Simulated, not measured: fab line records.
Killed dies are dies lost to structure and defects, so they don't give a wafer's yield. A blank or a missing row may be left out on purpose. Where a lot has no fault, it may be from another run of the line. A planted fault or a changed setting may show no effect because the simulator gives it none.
The tool behind it: which one? ; flow gf180mcu ; 13 lots, 39 wafers sampled, at 5 steps of a route of 602

WHAT THE GAUGES SHOWED, per wafer
GF_POLY_GATE_THK_MEAS_01. Usual: POLY_GATE_CVD_00_THK gives 200.3 nm (standard deviation 1.9).
lot;measured;on;POLY_GATE_CVD_00_THK (nm);flag
L815;day 8 22:02;film metro-04;201.5 203.1 202.4;
L818;day 9 12:47;film metro-01;203.9 203.4 202.2;
L820;day 9 22:41;film metro-02;200.0 201.2 201.0;
L821;day 10 04:23;film metro-04;201.9 201.5 201.3;
L822;day 10 14:06;film metro-04;201.0 202.1 200.2;
L823;day 11 01:47;film metro-01;199.7 197.6 197.5;
L826;day 12 01:34;film metro-01;372.0 371.6 371.0;OFF
L827;day 12 05:55;film metro-02;372.1 371.1 373.0;OFF
L828;day 12 10:40;film metro-01;370.6 370.8 371.7;OFF
L830;day 13 03:37;film metro-04;201.2 200.4 200.2;
L835;day 15 05:13;film metro-04;200.0 198.2 199.5;
L836;day 15 08:44;film metro-02;197.1 195.0 195.5;
L837;day 15 18:10;film metro-04;199.9 199.2 200.0;

GF_M3_CD_MEAS_14 targets a cd of 280 nm. Usual: cd nm reads 279.8 nm (standard deviation 1.3).
lot;measured;on;cd nm (nm);flag
L815;day 21 18:35;cd sem-01;279.4 279.8 280.0;
L818;day 22 16:47;cd sem-01;279.4 280.2 279.6;
L820;day 23 08:19;cd sem-02;279.6 280.7 279.9;
L821;day 23 15:22;cd sem-02;280.5 279.3 280.4;
L822;day 24 00:11;cd sem-01;281.2 281.8 281.1;
L823;day 24 15:12;cd sem-02;279.6 279.0 278.5;
L830;day 26 23:18;cd sem-01;278.6 280.2 279.5;
L835;day 28 21:54;cd sem-02;278.8 278.8 278.0;
L836;day 28 23:29;cd sem-02;279.1 279.9 279.6;
L837;day 29 10:25;cd sem-02;278.6 279.4 277.9;

TOOL THAT RAN EACH LOT (tool first, then ch and the chambers of the sampled wafers, then the start)
lot;GF_POLY_GATE_CVD_00;GF_M1_SPUTTER_01;GF_V1_SPUTTER_21
L815;lpcvd-01 ch 1, day 8 20:41;pvd sputter-02, day 16 13:22;pvd sputter-03, day 18 14:32
L818;lpcvd-01 ch 0, day 9 11:26;pvd sputter-02, day 17 12:04;pvd sputter-03, day 19 12:40
L820;lpcvd-02 ch 1, day 9 21:20;pvd sputter-04, day 18 03:17;pvd sputter-01, day 20 05:56
L821;lpcvd-01 ch 0, day 10 03:04;pvd sputter-01, day 18 10:58;pvd sputter-01, day 20 13:29
L822;lpcvd-02 ch 1, day 10 12:46;pvd sputter-02, day 18 19:48;pvd sputter-01, day 20 22:14
L823;lpcvd-01 ch 1, day 10 23:47;pvd sputter-02, day 19 11:55;pvd sputter-02, day 21 14:43
L826;lpcvd-02 ch 1, day 11 23:34;-;-
L827;lpcvd-02 ch 0, day 12 04:34;-;-
L828;lpcvd-02 ch 0, day 12 09:19;-;-
L830;lpcvd-01 ch 1, day 13 02:17;pvd sputter-02, day 22 02:25;pvd sputter-03, day 24 02:32
L835;lpcvd-01 ch 0, day 15 03:52;pvd sputter-04, day 24 08:16;pvd sputter-03, day 26 05:19
L836;lpcvd-01 ch 0, day 15 07:24;pvd sputter-02, day 24 09:53;pvd sputter-01, day 26 07:23
L837;lpcvd-02 ch 0, day 15 16:49;pvd sputter-01, day 24 23:16;pvd sputter-02, day 26 19:34
- GF_POLY_GATE_CVD_00: deposits poly-Si, target thk 200 nm, time 1200 s.
- GF_M1_SPUTTER_01: material TiN, target thk 30 nm, time 25 s.
- GF_V1_SPUTTER_21: material Ti, target thk 15 nm, time 80.02 s.

WHAT THE TOOLS THEMSELVES READ (means of the sampled wafers that have a number; where no wafer has one, the mark that the record gives instead)
GF_POLY_GATE_CVD_00. Usual: spike tc bottom C 640 C, standard deviation 3; spike tc centre C 620.7 C, standard deviation 1.2; spike tc lower C 619.8 C, standard deviation 0.95; spike tc top C 637 C, standard deviation 3.1; spike tc upper C 619.3 C, standard deviation 1.5; susceptor temp C 620.05 C, standard deviation 0.27; zone power bottom pct 12.1 %, standard deviation 0.34; zone power upper pct 8.4 %, standard deviation 0.6.
lot;tool;spike tc bottom C (C);spike tc centre C (C);spike tc lower C (C);spike tc top C (C);spike tc upper C (C);susceptor temp C (C);zone power bottom pct (%);zone power upper pct (%);flag
L815;lpcvd-01;639;618.9;619.9;632;620.6;620.09;12.3;8.2;
L818;lpcvd-01;641;622.2;619.9;641;619.8;619.79;12.2;9.3;
L820;lpcvd-02;636;620.8;620.6;637;619.3;620.27;11.6;8.5;
L821;lpcvd-01;642;622.6;620.6;641;620.1;620.04;12.3;9.3;
L822;lpcvd-02;636;620.0;619.6;636;619.2;620.07;11.4;8.6;
L823;lpcvd-01;639;619.5;619.1;634;620.8;620.18;12.5;8.2;
L826;lpcvd-02;664;647.9;647.5;664;647.6;647.35;12.5;9.2;OFF
L827;lpcvd-02;670;649.2;648.5;663;645.8;647.59;13.2;8.4;OFF
L828;lpcvd-02;671;648.5;646.6;661;646.1;647.67;13.2;8.4;OFF
L830;lpcvd-01;639;619.6;618.7;634;620.8;619.98;12.4;8.1;
L835;lpcvd-01;641;620.3;619.5;641;619.1;620.09;12.1;9.3;
L836;lpcvd-01;641;620.8;618.9;641;620.0;619.81;12.1;9.3;
L837;lpcvd-02;644;621.0;620.0;635;618.0;619.84;12.2;7.7;

GF_M1_SPUTTER_01. Usual: throttle valve pct reads 30.2 % (standard deviation 1.3).
lot;tool;throttle valve pct (%);flag
L815;pvd sputter-02;30.7;
L818;pvd sputter-02;30.1;
L820;pvd sputter-04;29.1;
L821;pvd sputter-01;29.8;
L822;pvd sputter-02;31.9;
L823;pvd sputter-02;30.1;
L830;pvd sputter-02;30.1;
L835;pvd sputter-04;29.4;
L836;pvd sputter-02;30.1;
L837;pvd sputter-01;29.8;

GF_V1_SPUTTER_21. Usual: throttle valve pct reads 30.3 % (standard deviation 1.3).
lot;tool;throttle valve pct (%);flag
L815;pvd sputter-03;30.8;
L818;pvd sputter-03;29.7;
L820;pvd sputter-01;30.0;
L821;pvd sputter-01;29.9;
L822;pvd sputter-01;29.9;
L823;pvd sputter-02;30.1;
L830;pvd sputter-03;30.5;
L835;pvd sputter-03;30.3;
L836;pvd sputter-01;29.3;
L837;pvd sputter-02;30.3;

THE ANSWER, worked out from the rows above alone
Rule: take the mean of a lot's wafers that have a number; if it is more than 3 standard deviations from the usual mean, the lot is off. Also off: a lot with no number at a reading for which 4 or more lots have one. Where the step has rows for the other lots, those lots are counted as sound. After the gauges, taken in route order, come the tools' own readings; for these a lot's mean is taken, as printed above. At the first step where some lot is off, the reading lying furthest off is the one used; lots without a number count as furthest.
Off: L826, L827, L828, at GF_POLY_GATE_THK_MEAS_01 (POLY_GATE_CVD_00_THK).
A tool fits if, at a process step before that reading, it ran every lot that is off, and no sound lot after the first of them. The gauges at GF_POLY_GATE_THK_MEAS_01 aren't tried: what is off there is off at GF_POLY_GATE_CVD_00 too, on other tools, and a gauge's error can't cause that. None of those tried fits.

WHAT WAS PUT IN BY THE SIMULATOR
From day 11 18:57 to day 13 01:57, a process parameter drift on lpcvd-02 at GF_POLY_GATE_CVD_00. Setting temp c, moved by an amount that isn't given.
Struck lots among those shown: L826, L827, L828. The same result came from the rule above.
